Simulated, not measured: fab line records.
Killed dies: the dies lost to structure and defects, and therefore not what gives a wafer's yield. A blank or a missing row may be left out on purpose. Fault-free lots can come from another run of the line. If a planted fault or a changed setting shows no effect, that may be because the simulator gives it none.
fab line records | flow sky130
[record] lots = 5 wafers = 15 last-day = 50
route steps=708 shown SD_N@350 SD_P@359 RES_XHIGH@360 SALICIDE@361 LI_CONTACT@362 LOCAL_INTERCONNECT@387 PAD_OPEN@708
lots untouched by any fault: they come from a run of this same line in which no faults occurred
start-h: hours from the record's opening day to when the first of the lot's shown wafers began | wait-h: hours elapsed since this lot's preceding step | " as in the row above | L1.1+2: a single row standing in for several wafers | - either no value or no given start | * or withheld: withheld | < > ~ a bound
route shown NAME@n: a module of which the file shows steps, and the number in the route of the first | usual: mean and standard deviation over wafers with no fault | same: alike in all rows | chamber/n: place in a boat | sites: the reading at each site | _std_site: standard deviation of those values | _edge_site: the outer-site mean with the inner-site mean subtracted | radius-mm: for every site, how far away it sits from the centre of the wafer | mask NAME#n: copy n | behind: the last tool/chamber to shape the wafer | hold: reason for holding the lot/hours on hold/outcome of the hold | device: names the non-switching transistor (n, p or np) | end of line: tests run on the same wafers once the route is complete | step lacking rows: just its recipe | killed: count of dies lost to structure and defects at first sort (not the wafer's yield) | map: per-die view of a wafer (x killed, . not killed, _ where there is no die)
set.NAME: the run value of the setting; set.NAME@STEP: its run value at that earlier step | model.NAME: the simulator's own value behind a step, which no gauge read
certain route steps with their lots: each step a table, each wafer a row
services: when a tool's chamber went out of use (start-h, in hours from the record's first day, below 0 if earlier), for how many hours, and the reason
[[steps]]
[step SKY_SD_N_OVL_MEAS_08]
[usual] SD_N_OVL = -0.7/1.3
// columns lot.wafer tool chamber start-h wait-h SD_N_OVL[nm]
L901.1 overlay-02 - 679.88 0.1 0.7
L901.4 " - " " -1.2
L901.5 " - " " 1.6
L903.1 overlay-02 - 682.93 0.1 -1.0
L903.3 " - " " -1.0
L903.4 " - " " 1.0
L907.2 overlay-01 - 713.80 0.1 -1.2
L907.4 " - " " -1.3
L907.6 " - " " -0.4
L910.2 overlay-02 - 744.30 0.1 -0.2
L910.3 " - " " 1.0
L910.6 " - " " 0.2
L919.1 overlay-01 - 811.05 0.1 -3.2
L919.2 " - " " -0.2
L919.5 " - " " -1.0
[step SKY_SD_N_IMPLANT_09]
[recipe] species = As energy-kev = 50 dose-cm2 = 4e+15 tilt-deg = 0
[step SKY_SD_N_IMPLANT_10]
[recipe] species = P energy-kev = 20 dose-cm2 = 1e+14 tilt-deg = 0
[step SKY_SD_N_STRIP_11]
[recipe] chemistry = O2/N2 power-w = 1400 pressure-mtorr = 1500 platen-temp-c = withheld o2-flow-sccm = 3000 n2-flow-sccm = 300 overash-fraction = 0.5
[step SKY_SD_N_TW_MEAS_12]
[usual] SD_N_TW = 4004/37
// columns lot.wafer tool chamber start-h wait-h SD_N_TW
L901.1 film-metro-02 - 680.32 0.1 4038
L901.4 " - " " 4046
L901.5 " - " " 4021
L903.1 film-metro-03 - 683.37 0.1 3970
L903.3 " - " " 3977
L903.4 " - " " 3974
L907.2 film-metro-02 - 714.24 0.1 4036
L907.4 " - " " 4039
L907.6 " - " " 4045
L910.2 film-metro-02 - 744.74 0.1 4058
L910.3 " - " " 4042
L910.6 " - " " 4071
L919.1 film-metro-04 - 811.48 0.1 4017
L919.2 " - " " 4002
L919.5 " - " " 4006
[step SKY_SD_N_CLEAN_13]
[recipe] chemistry = SC1/SC2 mix = 1:4:20 temp-c = 70 time-s = 150 dry = n2-spin
[step SKY_SD_N_RTA_14]
[recipe] temp-c = 1075 time-s = 2 idle-temp-c = 650 ramp-up-c-per-s = 150 ramp-down-c-per-s = 90 ambient = N2
[step SKY_SD_N_RS_MEAS_16]
[recipe] thk-meas-gauge = four-point-probe
[usual] SD_N_RS = 68.57/0.11
// columns lot.wafer tool chamber start-h wait-h SD_N_RS[ohm/sq]
L901.1 film-metro-02 - 680.65 0.1 68.36
L901.4 " - " " 68.34
L901.5 " - " " 68.48
L903.1 film-metro-04 - 683.65 0.1 68.57
L903.3 " - " " 68.64
L903.4 " - " " 68.55
L907.2 film-metro-03 - 714.53 0.1 68.57
L907.4 " - " " 68.58
L907.6 " - " " 68.62
L910.2 film-metro-03 - 745.03 0.1 68.74
L910.3 " - " " 68.67
L910.6 " - " " 68.46
L919.1 film-metro-03 - 811.77 0.1 68.56
L919.2 " - " " 68.74
L919.5 " - " " 68.70
[step SKY_SD_N_RS_MEAS_17]
[recipe] thk-meas-gauge = four-point-probe
[usual] SD_P_RS = 147.1/0.33
// columns lot.wafer tool chamber start-h wait-h SD_P_RS[ohm/sq]
L901.1 film-metro-02 - 680.77 0.1 147.0
L901.4 " - " " 146.1
L901.5 " - " " 146.8
L903.1 film-metro-04 - 683.77 0.1 147.4
L903.3 " - " " 147.2
L903.4 " - " " 147.1
L907.2 film-metro-03 - 714.65 0.1 147.4
L907.4 " - " " 146.9
L907.6 " - " " 147.2
L910.2 film-metro-03 - 745.15 0.1 147.4
L910.3 " - " " 146.9
L910.6 " - " " 147.3
L919.1 film-metro-03 - 811.89 0.1 147.3
L919.2 " - " " 147.0
L919.5 " - " " 147.2
[step SKY_SD_N_RS_MEAS_18]
[recipe] thk-meas-gauge = four-point-probe
[usual] RES_XHIGH_RS = 333.1/1.2
// columns lot.wafer tool chamber start-h wait-h RES_XHIGH_RS[ohm/sq]
L901.1 film-metro-02 - 680.89 0.1 331.3
L901.4 " - " " 332.3
L901.5 " - " " 331.0
L903.1 film-metro-04 - 683.89 0.1 334.3
L903.3 " - " " 334.9
L903.4 " - " " 333.5
L907.2 film-metro-03 - 714.77 0.1 333.5
L907.4 " - " " 334.3
L907.6 " - " " 334.0
L910.2 film-metro-03 - 745.27 0.1 335.5
L910.3 " - " " 333.9
L910.6 " - " " 333.7
L919.1 film-metro-03 - 812.01 0.1 335.0
L919.2 " - " " 334.9
L919.5 " - " " 334.9
[step SKY_SALICIDE_CLEAN_00]
[recipe] chemistry = HF-last time-s = 30 dilution = 100:1 dry = ipa-marangoni
[step SKY_LI_CONTACT_HDPCVD_00]
[recipe] material = PSG target-thk-nm = 930 sigma-open-frac = 0.3 time-s = 155 temp-c = 600 sih4-flow-sccm = 60 pressure-mtorr = 6
[usual] pressure-mtorr = 6.000/0.011 susceptor-temp-C = 600.02/0.29
[same] time-s = 155
// columns lot.wafer tool chamber start-h wait-h pressure-mtorr susceptor-temp-C
L901.1 hdpcvd-01 1 681.03 0.0 6.017 599.59
L901.4 " 1 " " 5.997 599.80
L901.5 " 0 " " 6.001 599.75
L903.1 hdpcvd-01 2 684.03 0.0 6.003 600.28
L903.3 " 1 " " 5.995 600.13
L903.4 " 2 " " 6.000 600.12
L907.2 hdpcvd-02 2 714.89 0.0 5.993 599.94
L907.4 " 2 " " 5.985 600.37
L907.6 " 0 " " 6.003 599.68
L910.2 hdpcvd-01 2 745.39 0.0 6.010 599.80
L910.3 " 1 " " 5.995 600.48
L910.6 " 0 " " 5.999 600.10
L919.1 hdpcvd-01 0 812.15 0.0 6.008 599.34
L919.2 " 1 " " 5.995 599.90
L919.5 " 2 " " 5.979 600.26
[step SKY_LI_CONTACT_THK_MEAS_01]
[recipe] reads = PSG_of_LI_CONTACT_HDPCVD_00
[usual] LI_CONTACT_HDPCVD_THK = 928/8.4
// columns lot.wafer tool chamber start-h wait-h LI_CONTACT_HDPCVD_THK[nm]
L901.1 film-metro-03 - 681.13 0.1 928
L901.4 " - " " 929
L901.5 " - " " 924
L903.1 film-metro-04 - 684.13 0.1 931
L903.3 " - " " 935
L903.4 " - " " 926
L907.2 film-metro-02 - 715.00 0.1 920
L907.4 " - " " 931
L907.6 " - " " 922
L910.2 film-metro-02 - 745.50 0.1 925
L910.3 " - " " 913
L910.6 " - " " 922
L919.1 film-metro-03 - 812.25 0.1 928
L919.2 " - " " 919
L919.5 " - " " 929
[step SKY_LI_CONTACT_CMP_02]
[recipe] material = PSG down-force-psi = 4 platen-rpm = 60 pad-velocity-m-s = 0.94248
[usual] motor-current-A = 11.9/1.2 slurry-filter-dp-kPa = 13.51/0.13 time-to-endpoint-s = 31.9/2.6
// columns lot.wafer tool chamber start-h wait-h motor-current-A slurry-filter-dp-kPa time-to-endpoint-s
L901.1 cmp-01 0 681.24 0.1 14.9 13.33 32.8
L901.4 " 1 " " 11.1 13.61 32.5
L901.5 " 0 " " 15.1 13.32 31.2
L903.4 cmp-01 1 684.19 0.0 11.3 13.53 28.2
L903.3 " 3 " " 12.6 13.59 36.4
L903.1 " 0 " " 14.3 13.42 33.5
L907.4 cmp-02 1 715.05 0.0 10.9 13.45 36.4
L907.2 " 2 " " 11.8 13.41 31.7
L907.6 " 1 " " 10.8 13.51 35.0
L910.3 cmp-02 1 745.55 0.0 10.5 13.62 37.4
L910.2 " 2 " " 11.7 13.60 35.7
L910.6 " 2 " " 12.1 13.52 34.6
L919.2 cmp-01 2 812.31 0.0 11.7 13.41 27.4
L919.1 " 0 " " 14.7 13.46 27.6
L919.5 " 2 " " 11.9 13.55 26.2
[step SKY_LI_CONTACT_BOW_MEAS_03]
[recipe] mode = bow
[usual] LI_CONTACT_BOW = 55/7
// columns lot.wafer tool chamber start-h wait-h LI_CONTACT_BOW[um]
L901.1 film-metro-03 - 681.49 0.2 50
L901.4 " - " " 69
L901.5 " - " " 63
L903.1 film-metro-02 - 684.49 0.1 54
L903.3 " - " " 40
L903.4 " - " " 46
L907.2 film-metro-04 - 715.37 0.2 45
L907.4 " - " " 62
L907.6 " - " " 58
L910.2 film-metro-04 - 745.87 0.2 54
L910.3 " - " " 59
L910.6 " - " " 58
L919.1 film-metro-04 - 812.61 0.1 55
L919.2 " - " " 60
L919.5 " - " " 56
[step SKY_LI_CONTACT_DEHYDRATE_04]
[recipe] temp-c = 200 time-s = 60
[step SKY_LI_CONTACT_HMDS_05]
[recipe] prime-time-s = 60 prime-temp-c = 120
[step SKY_LI_CONTACT_COAT_06]
[recipe] resist = BARC temp-c = withheld time-s = withheld spin-rpm = 3000 resist-thk-nm = 60
[step SKY_LI_CONTACT_COAT_07]
[recipe] resist = KrF-thick spin-rpm = 3000 resist-thk-nm = 450
[step SKY_LI_CONTACT_SOFTBAKE_08]
[recipe] temp-c = 100 time-s = 90 resist = KrF-thick
[step SKY_LI_CONTACT_EXPOSE_09]
[recipe] mask-id = LICM1 na = 0.8 source-shape = annular sigma-inner = 0.55 sigma-outer = 0.85 target-cd-nm = 170 dose-mj = 38
[step SKY_LI_CONTACT_PEB_10]
[recipe] peb-temp-c = withheld peb-time-s = withheld resist = KrF-thick
[step SKY_LI_CONTACT_DEVELOP_11]
[recipe] develop-time-s = 60 resist = KrF-thick dev-temp-c = 21
[step SKY_LI_CONTACT_CD_MEAS_12]
[recipe] target-cd-nm = 170
[usual] cd-nm = 169.7/1.4
// columns lot.wafer tool chamber start-h wait-h cd-nm
L901.1 cd-sem-01 - 709.56 - 167.2
L901.4 " - " " 167.0
L901.5 " - " " 167.6
L903.1 cd-sem-01 - 713.41 - 168.8
L903.3 " - " " 168.3
L903.4 " - " " 169.5
L907.2 cd-sem-02 - 743.32 - 168.0
L907.4 " - " " 169.8
L907.6 " - " " 168.9
L910.2 cd-sem-01 - 773.73 - 170.5
L910.3 " - " " 171.5
L910.6 " - " " 171.6
L919.1 cd-sem-02 - 838.96 - 170.0
L919.2 " - " " 170.8
L919.5 " - " " 169.9
[step SKY_LI_CONTACT_OVL_MEAS_13]
[usual] LI_CONTACT_OVL = 0/5.3
// columns lot.wafer tool chamber start-h wait-h LI_CONTACT_OVL[nm]
L901.1 overlay-01 - 709.68 0.1 2
L901.4 " - " " -1
L901.5 " - " " 3
L903.1 overlay-02 - 713.53 0.1 6
L903.3 " - " " 0
L903.4 " - " " 7
L907.2 overlay-01 - 743.42 0.1 2
L907.4 " - " " 1
L907.6 " - " " 5
L910.2 overlay-01 - 773.84 0.1 -4
L910.3 " - " " 0
L910.6 " - " " 1
L919.1 overlay-01 - 839.08 0.1 -10
L919.2 " - " " -2
L919.5 " - " " -3
[step SKY_LI_CONTACT_ETCH_14]
[recipe] chemistry = N2/H2 target = BARC ion-energy-ev = 200 source-w = 500 bias-w = 100 pressure-mtorr = 30 n2-flow-sccm = 100 h2-flow-sccm = 200 stop-on = SiO2 time-s = 45.9 target-depth-a = 600
[step SKY_LI_CONTACT_ETCH_15]
[recipe] target = PSG chemistry = C4F8/O2/Ar stop-on = Si taper-deg = 4.15 mask-material = KrF-thick source-w = 1500 bias-w = 1200 pressure-mtorr = 40 c4f8-flow-sccm = withheld O2_flow_sccm = 6 Ar_flow_sccm = 300 time-s = withheld target-depth-a = 6000
[usual] oes-product-au = 0.837/0.0046
// columns lot.wafer tool chamber start-h wait-h oes-product-au
L901.1 rie-diel-03 1 709.76 0.0 0.845
L901.4 " 3 " " 0.829
L901.5 " 0 " " 0.836
L903.1 rie-diel-03 0 713.61 0.0 0.840
L903.3 " 2 " " 0.840
L903.4 " 1 " " 0.839
L907.2 rie-diel-02 0 743.49 0.0 0.830
L907.4 " 1 " " 0.838
L907.6 " 1 " " 0.840
L910.2 rie-diel-01 0 773.91 0.0 0.836
L910.3 " 1 " " 0.842
L910.6 " 1 " " 0.841
L919.1 rie-diel-01 0 839.16 0.0 0.840
L919.2 " 3 " " 0.835
L919.5 " 3 " " 0.840
[step SKY_LI_CONTACT_STRIP_16]
[recipe] chemistry = O2/N2 power-w = 1400 pressure-mtorr = 1500 platen-temp-c = withheld o2-flow-sccm = 3000 n2-flow-sccm = 300 overash-fraction = 0.5
[usual] drypump-motor-current-A = 5.62/0.25 oes-product-au = 0.377/0.0054 strip-time-to-endpoint-s = 3.50/0.046
// columns lot.wafer tool chamber start-h wait-h drypump-motor-current-A oes-product-au rf-hours-counter-h strip-time-to-endpoint-s
L901.1 plasma-asher-02 1 709.84 - 5.57 0.379 59 3.48
L901.4 " 1 " " 5.59 0.372 - 3.49
L901.5 " 0 " " 5.42 0.379 - 3.56
L903.1 plasma-asher-02 0 713.69 - 5.42 0.385 59 3.60
L903.3 " 0 " " 5.42 0.379 - 3.50
L903.4 " 1 " " 5.57 0.373 - 3.51
L907.2 plasma-asher-03 0 743.58 - 5.97 0.382 93 3.53
L907.4 " 0 " " 5.95 0.376 - 3.49
L907.6 " 1 " " 5.88 0.369 - 3.51
L910.2 plasma-asher-04 1 773.99 - 5.22 0.375 4 3.46
L910.3 " 1 " " 5.22 0.385 - 3.45
L910.6 " 0 " " 5.72 0.369 - 3.45
L919.1 plasma-asher-04 1 839.25 - 5.25 0.365 10 3.49
L919.2 " 0 " " 5.73 0.377 10 3.58
L919.5 " 1 " " 5.26 0.382 - 3.58
[step SKY_LI_CONTACT_CLEAN_17]
[recipe] chemistry = NMP time-s = 600 temp-c = 60 dry = n2-spin
[step SKY_LI_CONTACT_PRE_CLEAN_18]
[recipe] gas = Ar time-s = 5.6 bias-v = 358
[step SKY_LI_CONTACT_SPUTTER_19]
[recipe] material = Ti target-thk-nm = 20 chamber-pressure-pa = 5 power-w = 2500 substrate-temp-c = 200 time-s = 106.37
[usual] throttle-valve-pct = 30.1/1.1
[same] time-s = 106.37
// columns lot.wafer tool chamber start-h wait-h throttle-valve-pct
L901.1 pvd-sputter-04 - 710.14 0.0 27.4
L901.4 " - " " 30.5
L901.5 " - " " 30.5
L903.1 pvd-sputter-01 - 713.99 0.0 31.7
L903.3 " - " " 30.5
L903.4 " - " " 30.9
L907.2 pvd-sputter-04 - 743.87 0.0 30.5
L907.4 " - " " 30.7
L907.6 " - " " 30.3
L910.2 pvd-sputter-01 - 774.29 0.0 31.1
L910.3 " - " " 30.4
L910.6 " - " " 30.2
L919.1 pvd-sputter-02 - 839.54 0.0 29.0
L919.2 " - " " 29.2
L919.5 " - " " 29.4
[step SKY_LI_CONTACT_SPUTTER_20]
[recipe] material = TiN target-thk-nm = 20 chamber-pressure-pa = 5 power-w = 4000 time-s = 80
[step SKY_LI_CONTACT_CVD_21]
[recipe] material = W target-thk-nm = 400 time-s = 120.56 temp-c = 400 pressure-torr = 40
[usual] heater-power-w = 882/50 susceptor-temp-C = 400.02/0.2
[same] time-s = 120.56
// columns lot.wafer tool chamber start-h wait-h heater-power-w susceptor-temp-C
L901.1 cvd-w-02 0 710.28 0.0 861 399.93
L901.4 " 1 " " 906 400.10
L901.5 " 0 " " 848 400.07
L903.1 cvd-w-02 0 714.13 0.0 847 400.35
L903.3 " 1 " " 919 400.10
L903.4 " 0 " " 856 400.06
L907.2 cvd-w-01 1 744.01 0.0 926 399.82
L907.4 " 1 " " 917 399.87
L907.6 " 0 " " 821 400.03
L910.2 cvd-w-02 1 774.43 0.0 905 400.03
L910.3 " 1 " " 894 400.02
L910.6 " 0 " " 842 399.98
L919.1 cvd-w-01 1 839.68 0.0 934 399.86
L919.2 " 0 " " 828 400.32
L919.5 " 0 " " 835 399.87
[step SKY_LI_CONTACT_RS_MEAS_22]
[recipe] thk-meas-gauge = four-point-probe reads = W_of_LI_CONTACT_CVD_21+TiN_of_LI_CONTACT_SPUTTER_20+Ti_of_LI_CONTACT_SPUTTER_19
[usual] LI_CONTACT_W_RS = 0.282/0.0058
// columns lot.wafer tool chamber start-h wait-h LI_CONTACT_W_RS[ohm/sq]
L901.1 film-metro-04 - 710.40 0.1 0.280
L901.4 " - " " 0.275
L901.5 " - " " 0.282
L903.1 film-metro-04 - 714.25 0.1 0.280
L903.3 " - " " 0.275
L903.4 " - " " 0.281
L907.2 film-metro-04 - 744.16 0.1 0.290
L907.4 " - " " 0.288
L907.6 " - " " 0.283
L910.2 film-metro-04 - 774.57 0.1 0.275
L910.3 " - " " 0.274
L910.6 " - " " 0.286
L919.1 film-metro-03 - 839.80 0.1 0.289
L919.2 " - " " 0.282
L919.5 " - " " 0.287
[step SKY_LI_CONTACT_THK_MEAS_23]
[recipe] thk-meas-gauge = xrf reads = W_of_LI_CONTACT_CVD_21
[usual] LI_CONTACT_W_THK = 411/9.4
// columns lot.wafer tool chamber start-h wait-h LI_CONTACT_W_THK[nm]
L901.1 film-metro-04 - 710.52 0.1 410
L901.4 " - " " 415
L901.5 " - " " 407
L903.1 film-metro-04 - 714.37 0.1 409
L903.3 " - " " 416
L903.4 " - " " 406
L907.2 film-metro-04 - 744.27 0.1 402
L907.4 " - " " 401
L907.6 " - " " 409
L910.2 film-metro-04 - 774.68 0.1 422
L910.3 " - " " 426
L910.6 " - " " 407
L919.1 film-metro-03 - 839.92 0.1 402
L919.2 " - " " 409
L919.5 " - " " 401
[step SKY_LI_CONTACT_CMP_24]
[recipe] stop-on = PSG t-overpolish-s = 20 down-force-psi = 3.5 platen-rpm = 60 target-thk-nm = 0 pad-velocity-m-s = 0.94248
[step SKY_LOCAL_INTERCONNECT_SPUTTER_00]
[recipe] material = TiN target-thk-nm = 100 temp-c = 300 power-w = 6500 time-s = 83.3 chamber-pressure-pa = 0.4
[step SKY_LOCAL_INTERCONNECT_RS_MEAS_01]
[recipe] thk-meas-gauge = four-point-probe reads = TiN_of_LOCAL_INTERCONNECT_SPUTTER_00
[usual] LOCAL_INTERCONNECT_TIN_RS = 14.13/0.16
// columns lot.wafer tool chamber start-h wait-h LOCAL_INTERCONNECT_TIN_RS[ohm/sq]
L901.1 film-metro-01 - 710.95 0.0 14.10
L901.4 " - " " 13.84
L901.5 " - " " 13.94
L903.1 film-metro-01 - 714.80 0.0 14.01
L903.3 " - " " 14.07
L903.4 " - " " 14.22
L907.2 film-metro-04 - 744.70 0.1 13.96
L907.4 " - " " 13.87
L907.6 " - " " 13.98
L910.2 film-metro-04 - 775.11 0.1 14.09
L910.3 " - " " 14.18
L910.6 " - " " 13.86
L919.1 film-metro-01 - 840.35 0.0 14.22
L919.2 " - " " 14.07
L919.5 " - " " 14.24
[step SKY_LOCAL_INTERCONNECT_THK_MEAS_02]
[recipe] thk-meas-gauge = xrf reads = TiN_of_LOCAL_INTERCONNECT_SPUTTER_00
[usual] LOCAL_INTERCONNECT_TIN_THK = 98.3/1
// columns lot.wafer tool chamber start-h wait-h LOCAL_INTERCONNECT_TIN_THK[nm]
L901.1 film-metro-01 - 711.07 0.1 98.5
L901.4 " - " " 100.7
L901.5 " - " " 99.6
L903.1 film-metro-01 - 714.92 0.1 98.9
L903.3 " - " " 99.1
L903.4 " - " " 98.2
L907.2 film-metro-04 - 744.81 0.1 99.0
L907.4 " - " " 99.6
L907.6 " - " " 99.3
L910.2 film-metro-04 - 775.22 0.1 98.5
L910.3 " - " " 98.1
L910.6 " - " " 100.3
L919.1 film-metro-01 - 840.47 0.1 97.6
L919.2 " - " " 98.8
L919.5 " - " " 97.8
[step SKY_LOCAL_INTERCONNECT_DEHYDRATE_03]
[recipe] temp-c = 200 time-s = 60
[step SKY_LOCAL_INTERCONNECT_HMDS_04]
[recipe] prime-time-s = 60 prime-temp-c = 120
[step SKY_PAD_OPEN_PROBE_99]
[usual] killed_at_M0_to_M3 = 44/6 killed_at_M4_up = 2.9/1.5 killed-at-contacts = 24/4.9 killed-at-front-end = 16/4.3 killed-at-other = 0.3/0.54 killed-dies = 87/8.7 killed-on-rim = 17/3.6 killed-open = 48/6.7 killed-short = 39/5.9
[same] gross-dies = 492 killed-at-back-side = 0
// columns lot.wafer tool chamber start-h wait-h hold killed_at_M0_to_M3 killed_at_M4_up killed-at-contacts killed-at-front-end killed-at-other killed-dies killed-on-rim killed-open killed-short
L901.1 prober-02 - 1101.93 0.1 - 50 7 31 24 0 112 26 64 48
L901.4 prober-02 - 1102.08 0.2 - 43 1 31 7 0 82 19 37 45
L901.5 prober-02 - 1102.13 0.2 - 49 3 23 13 1 89 19 42 46
L903.1 prober-02 - 1103.43 0.1 - 59 5 18 21 0 103 22 56 47
L903.3 prober-02 - 1103.53 0.2 - 39 1 25 17 0 82 19 43 38
L903.4 prober-02 - 1103.58 0.2 - 35 2 29 14 1 81 15 45 36
L907.2 prober-01 - 1127.06 0.1 - 45 1 26 13 0 85 19 48 37
L907.4 prober-01 - 1127.16 0.2 - 56 3 14 18 1 92 21 36 56
L907.6 prober-01 - 1127.26 0.2 - 39 1 21 11 0 72 9 37 35
L910.2 prober-02 - 1147.72 0.1 - 43 1 27 19 1 91 10 52 39
L910.3 prober-02 - 1147.77 0.2 - 35 5 29 19 0 88 20 48 39
L910.6 prober-02 - 1147.92 0.2 - 44 2 22 20 0 88 18 51 37
L919.1 prober-01 - 1191.04 0.1 await-dispo/1.2h/release 48 2 18 10 0 78 11 34 44
L919.2 prober-01 - 1191.09 0.1 await-dispo/1.2h/release 50 5 19 22 0 96 22 56 40
L919.5 prober-01 - 1191.24 0.2 await-dispo/1.2h/release 45 3 71 13 1 133 32 48 31
// killed by level:class
L901.1 LI_CONTACT:geometric-particle:open=10 FIELD_ISO:geometric-particle:short=9 VIA1:geometric-particle:open=9 CONTACT:geometric-particle:open=9 VIA3:geometric-particle:open=9 VIA2:geometric-particle:open=8 METAL1:geometric-particle:short=7 FIELD_ISO:geometric-particle:open=5
L901.4 CONTACT:geometric-particle:open=13 VIA1:geometric-particle:short=7 METAL2:geometric-particle:short=7 LI_CONTACT:geometric-particle:open=6 VIA1:geometric-particle:open=6 VIA2:geometric-particle:open=6 LOCAL_INTERCONNECT:geometric-particle:short=5 CONTACT:geometric-particle:short=5
L901.5 METAL2:geometric-particle:short=10 VIA1:geometric-particle:open=10 CONTACT:geometric-particle:open=8 LI_CONTACT:geometric-particle:open=6 CONTACT:geometric-particle:short=6 VIA2:geometric-particle:open=6 VIA1:geometric-particle:short=5 METAL3:geometric-particle:short=5
L903.1 VIA2:geometric-particle:open=11 METAL1:geometric-particle:short=11 VIA1:geometric-particle:open=11 VIA3:geometric-particle:open=11 FIELD_ISO:geometric-particle:open=7 LI_CONTACT:geometric-particle:open=5 CONTACT:geometric-particle:short=5 METAL2:geometric-particle:short=5
L903.3 LI_CONTACT:geometric-particle:open=7 VIA1:geometric-particle:open=7 CONTACT:geometric-particle:short=6 CONTACT:geometric-particle:open=6 METAL1:geometric-particle:short=6 VIA3:geometric-particle:open=6 FIELD_ISO:geometric-particle:open=5 LOCAL_INTERCONNECT:geometric-particle:short=5
L903.4 LI_CONTACT:geometric-particle:open=12 VIA3:geometric-particle:open=8 CONTACT:geometric-particle:open=7 VIA1:geometric-particle:open=6 METAL1:geometric-particle:short=6 POLY_GATE:geometric-particle:short=5 LOCAL_INTERCONNECT:geometric-particle:short=5 FIELD_ISO:geometric-particle:short=4
L907.2 VIA2:geometric-particle:open=11 LI_CONTACT:geometric-particle:open=9 CONTACT:geometric-particle:open=9 VIA1:geometric-particle:short=7 METAL2:geometric-particle:short=6 VIA3:geometric-particle:open=6 POLY_GATE:geometric-particle:open=5 METAL1:geometric-particle:short=4
L907.4 METAL1:geometric-particle:short=10 METAL2:geometric-particle:short=8 VIA3:geometric-particle:open=7 VIA1:geometric-particle:open=7 VIA2:geometric-particle:open=7 POLY_GATE:geometric-particle:short=5 VIA2:geometric-particle:short=5 FIELD_ISO:geometric-particle:short=4
L907.6 LI_CONTACT:geometric-particle:open=9 VIA2:geometric-particle:open=9 FIELD_ISO:geometric-particle:short=6 CONTACT:geometric-particle:open=6 VIA1:geometric-particle:short=5 METAL2:geometric-particle:short=5 METAL1:geometric-particle:short=4 VIA1:geometric-particle:open=4
L910.2 VIA1:geometric-particle:open=12 CONTACT:geometric-particle:open=11 LI_CONTACT:geometric-particle:open=7 VIA2:geometric-particle:open=7 FIELD_ISO:geometric-particle:short=6 VIA1:geometric-particle:short=5 METAL1:geometric-particle:short=5 FIELD_ISO:geometric-particle:open=4
L910.3 CONTACT:geometric-particle:open=11 VIA1:geometric-particle:open=9 LI_CONTACT:geometric-particle:open=7 METAL1:geometric-particle:short=6 POLY_GATE:geometric-particle:open=5 VIA2:geometric-particle:open=5 METAL4:geometric-particle:short=5 POLY_GATE:geometric-particle:short=4
L910.6 VIA1:geometric-particle:open=13 CONTACT:geometric-particle:open=7 METAL2:geometric-particle:short=7 LI_CONTACT:geometric-particle:open=6 CONTACT:geometric-particle:short=6 VIA3:geometric-particle:open=6 POLY_GATE:geometric-particle:open=5 VIA2:geometric-particle:open=4
L919.1 VIA1:geometric-particle:open=9 VIA1:geometric-particle:short=7 METAL2:geometric-particle:short=7 VIA3:geometric-particle:open=6 LI_CONTACT:geometric-particle:open=6 METAL3:geometric-particle:short=5 CONTACT:geometric-particle:open=4 VIA2:geometric-particle:short=4
L919.2 VIA1:geometric-particle:open=10 LI_CONTACT:geometric-particle:open=9 VIA2:geometric-particle:open=8 VIA3:geometric-particle:open=7 FIELD_ISO:geometric-particle:short=6 CONTACT:geometric-particle:open=6 VIA3:geometric-particle:short=6 FIELD_ISO:geometric-particle:open=5
L919.5 LI_CONTACT:unspecified=54 VIA1:geometric-particle:open=11 VIA3:geometric-particle:open=10 LI_CONTACT:geometric-particle:open=7 VIA1:geometric-particle:short=5 VIA2:geometric-particle:open=5 FIELD_ISO:geometric-particle:short=4 CONTACT:geometric-particle:open=4
// map L919.5 (x killed, . not)
__________x........._________
________x...xx....x..._______
______..x....x....x.x..._____
_____x..x..........x.....____
____xx.............x......___
___.xx.x......x.xx.xx......__
__.....x...........x...x...._
_.....x...............x...x..
_....x.x...x..x......x...x..x
_..x..............x.x..x.....
_....x.x.................x..x
_xx...x..............x.......
_......xx...x..x.x...........
_x..x...xxx...........x....xx
_x...xxxxxx...x..........x.x.
__..xxxxxxxxx.....xx...x..x._
___.xxxxxxxxx...x..........__
____xxxxxxxxx.x.x...x.x..x___
_____xxxxxxx............x____
______xxxxxxx.......x..x_____
________xxxxx......x.._______
__________xx........_________
// map L903.1 (x killed, . not)
__________....x....._________
________..........xxx._______
______x.xx....x...x...x._____
_____xx......x.x...x.....____
____................x...x.___
___...x....x...x...xx..x.x.__
__....x.x...x...x.x..x.xx..._
_xx......x.x...x..x.x.....x.x
_x....xx.....................
_..............xx........x...
_.....x...........x....x...x.
_.x..x.....x..x...x.x...x..x.
_.x......x....xxx.x..x.......
_..x........x.........x.x...x
_.xxx.x.....x.........x......
__....x...x.x.....x.x..xx..._
___...x....................__
____......xx............x.___
_____x..x..x.x.x.x....x..____
______..x....x.x.....x.._____
________.....x..x..x.._______
__________.........x_________
[[services]]
// columns tool chamber start-h hours kind
pvd-sputter-01 - 662.25 4.1 repair
plasma-asher-04 - 664.04 2.8 pm
cvd-w-02 - 668.47 2.8 pm
rie-diel-01 - 677.06 0.5 repair
cvd-w-01 - 683.83 4.3 repair
rie-diel-03 0 686.26 8.1 repair
rie-diel-03 3 704.79 4.6 repair
cmp-02 - 709.11 0.5 repair
cmp-01 - 710.68 1.0 repair
hdpcvd-01 - 714.34 6.0 pm
rie-diel-03 1 720.04 5.4 repair
plasma-asher-04 - 733.75 9.0 pm
plasma-asher-02 - 737.43 11.7 repair
cmp-01 - 747.72 4.0 pm
cvd-w-01 0 750.18 1.9 repair
cvd-w-02 0 751.11 1.4 repair
rie-diel-03 2 761.24 8.2 repair
cvd-w-01 - 770.92 6.0 pm
cmp-01 - 772.32 6.8 pm
plasma-asher-04 - 779.82 2.9 repair
hdpcvd-01 - 783.08 2.2 repair
cmp-01 - 786.59 1.8 repair
rie-diel-01 1 799.99 7.5 repair
hdpcvd-01 - 833.40 0.5 repair
[[key]]
[first-sign] step = SKY_PAD_OPEN_PROBE_99 reading = killed-at-contacts direction = up sigmas = 9.5 usual = 24 struck = 71
[effect] step = SKY_PAD_OPEN_PROBE_99 reading = killed-dies direction = up sigmas = 5.3 usual = 87 struck = 133
met-at SKY_LI_CONTACT_HDPCVD_00
struck-wafers L919.5
tester-left-out L919
onset-between 745.39 812.15
[fault] kind = chamber-particle-source tool = hdpcvd-01 chamber = 2 onset-h = 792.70 steps = SKY_LI_CONTACT_HDPCVD_00 rate-per-visit-cm2 = 2.1901 end-h = 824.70
// tester-left-out: of these lots the tester's yield and bins aren't shown, on N5 and GAA mostly nor the transistor test; their killed dies are dies lost to structure and defects alone, not to doping, threshold or leakage, so they don't give the yield
